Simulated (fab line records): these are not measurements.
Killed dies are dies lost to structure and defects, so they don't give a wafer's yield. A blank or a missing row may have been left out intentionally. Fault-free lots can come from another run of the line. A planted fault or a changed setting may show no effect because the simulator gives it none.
Which tool was responsible? -- flow sky130 -- at 1 step of a route of 708, 24 lots with 72 wafers sampled

== WHAT THE GAUGES READ, wafer by wafer ==
SKY_LI_CONTACT_OVL_MEAS_13. Usual: LI_CONTACT_OVL typically reads 0 nm, with standard deviation 5.
lot,measured,on,LI_CONTACT_OVL (nm),flag
L074,day 29 05:08,overlay-01,2 0 -3,
L075,day 30 04:00,overlay-01,-4 -7 5,
L076,day 30 08:38,overlay-02,4 1 -1,
L077,day 30 11:39,overlay-01,-1 1 6,
L078,day 30 20:59,overlay-01,-8 -3 -10,
L079,day 31 07:38,overlay-02,5 -2 5,
L080,day 31 10:23,overlay-01,-2 -3 -10,
L081,day 31 21:44,overlay-01,-4 -4 -2,
L082,day 32 10:17,overlay-01,5 6 6,
L083,day 32 11:17,overlay-02,-3 -1 -4,
L084,day 32 20:26,overlay-01,6 6 8,
L085,day 33 05:53,overlay-01,-12 -6 -15,
L086,day 33 13:45,overlay-01,2 0 0,
L087,day 33 18:20,overlay-01,3 -3 -3,
L088,day 34 02:20,overlay-01,6 -1 5,
L089,day 34 14:29,overlay-02,0 -4 5,
L090,day 34 18:36,overlay-02,-1 -5 -7,
L091,day 34 23:50,overlay-01,-5 -3 -4,
L092,day 35 04:56,overlay-02,-3 7 10,
L093,day 35 09:11,overlay-02,-4 0 0,
L094,day 35 15:56,overlay-01,-4 0 1,
L095,day 35 23:20,overlay-01,5 -10 -4,
L096,day 36 04:03,overlay-02,6 0 1,
L097,day 36 12:48,overlay-01,4 1 9,

== TOOL THAT RAN EACH LOT (tool first, then ch and the chambers of the sampled wafers, then the start) ==
There is no process step in the record ahead of these readings.

== WHAT THE TOOLS THEMSELVES READ (means of the sampled wafers that have a number; where no wafer has one, the mark that the record gives instead) ==
The record holds no such reading with a usual standard deviation.

== THE ANSWER, worked out from the rows above alone ==
Rule: a lot is off if the mean of its wafers that have a number lies more than 3 standard deviations from the usual mean. A lot without any number at a reading at which 4 lots or more have one is off too. Where the step has rows for the other lots, those lots are counted as sound. The gauges are gone through in route order, then the tools' own readings, and for those a lot's mean is taken as printed above. At the first step where some lot is off, the reading lying furthest off is the one used; lots without a number count as furthest.
Across all readings shown, no lot is off: no conclusion can be drawn from this.

== WHAT THE SIMULATOR HAD PUT IN ==
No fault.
